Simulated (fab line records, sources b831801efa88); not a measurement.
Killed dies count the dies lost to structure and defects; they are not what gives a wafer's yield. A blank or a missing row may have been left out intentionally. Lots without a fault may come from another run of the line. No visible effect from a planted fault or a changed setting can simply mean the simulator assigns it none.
What tool caused it? -- flow gf180mcu -- 13 lots, 39 wafers sampled, at 2 steps of a route of 602

WHAT THE GAUGES READ, wafer by wafer
GF_PSD_RS_MEAS_15: a four-point-probe measurement. Usual: for PSD_RS the level is 108.66 ohm/sq and the standard deviation is 0.29.
lot,measured,on,PSD_RS (ohm/sq),flag
L352,day 14 04:50,film metro-01,108.68 108.32 108.45,
L354,day 14 16:07,film metro-02,108.94 108.92 108.97,
L356,day 15 16:24,film metro-03,108.66 108.74 108.64,
L361,day 17 15:47,film metro-03,108.31 108.54 108.64,
L362,day 17 19:35,film metro-03,108.53 108.75 108.69,
L363,day 18 00:05,film metro-02,108.93 108.62 108.72,
L367,day 19 17:43,film metro-03,108.83 108.18 108.56,
L368,day 19 22:38,film metro-01,109.12 108.74 108.82,
L369,day 20 05:00,film metro-03,108.50 108.51 108.59,
L370,day 20 12:32,film metro-01,108.76 108.68 108.98,
L373,day 21 14:38,film metro-03,108.54 108.39 108.56,
L374,day 21 20:54,film metro-03,108.71 108.57 108.75,
L375,day 22 07:07,film metro-01,108.99 108.86 108.92,

EACH LOT AND THE TOOL THAT RAN IT (in order: tool; ch and the chambers of the sampled wafers; start)
lot,GF_PSD_RTA_13
L352,"rtp anneal-02 ch 0, day 14 04:37"
L354,"rtp anneal-01 ch 0, day 14 15:55"
L356,"rtp anneal-02 ch 0, day 15 16:11"
L361,"rtp anneal-01 ch 0, day 17 15:35"
L362,"rtp anneal-01 ch 0, day 17 19:22"
L363,"rtp anneal-02 ch 0, day 17 23:53"
L367,"rtp anneal-02 ch 0, day 19 17:30"
L368,"rtp anneal-02 ch 0, day 19 22:25"
L369,"rtp anneal-01 ch 0, day 20 04:47"
L370,"rtp anneal-01 ch 0, day 20 12:20"
L373,"rtp anneal-02 ch 0, day 21 14:25"
L374,"rtp anneal-02 ch 0, day 21 20:42"
L375,"rtp anneal-01 ch 0, day 22 06:53"
- GF_PSD_RTA_13: time 20 s.

WHAT THE TOOLS THEMSELVES READ (means of the sampled wafers that have a number; where no wafer has one, the mark that the record gives instead)
GF_PSD_RTA_13. Usual: lamp power pct 40.3 %, standard deviation 1.1; wafer_temp_C_max 1029.4, standard deviation 1.7.
lot,tool,lamp power pct (%),wafer_temp_C_max,flag
L352,rtp anneal-02,41.7,1032.3,
L354,rtp anneal-01,39.4,1027.9,
L356,rtp anneal-02,41.6,1030.7,
L361,rtp anneal-01,39.4,1028.3,
L362,rtp anneal-01,39.4,1028.4,
L363,rtp anneal-02,41.7,1030.9,
L367,rtp anneal-02,41.7,1030.8,
L368,rtp anneal-02,41.6,1030.9,
L369,rtp anneal-01,39.4,1028.7,
L370,rtp anneal-01,39.4,1028.2,
L373,rtp anneal-02,41.6,1031.6,
L374,rtp anneal-02,41.6,1031.7,
L375,rtp anneal-01,39.3,1028.3,

THE ANSWER, worked out from the rows above alone
Rule: take the mean of a lot's wafers that have a number; if it is more than 3 standard deviations from the usual mean, the lot is off. Also off: a lot with no number at a reading for which 4 or more lots have one. Any other lot the step has rows for is counted as sound. After the gauges, taken in route order, come the tools' own readings; for these a lot's mean is taken, as printed above. The first step at which some lot is off is used, and at that step the reading that is off furthest; a lot without a number counts as furthest.
Across all readings shown, no lot is off: no conclusion can be drawn from this.

WHAT THE SIMULATOR HAD PUT IN
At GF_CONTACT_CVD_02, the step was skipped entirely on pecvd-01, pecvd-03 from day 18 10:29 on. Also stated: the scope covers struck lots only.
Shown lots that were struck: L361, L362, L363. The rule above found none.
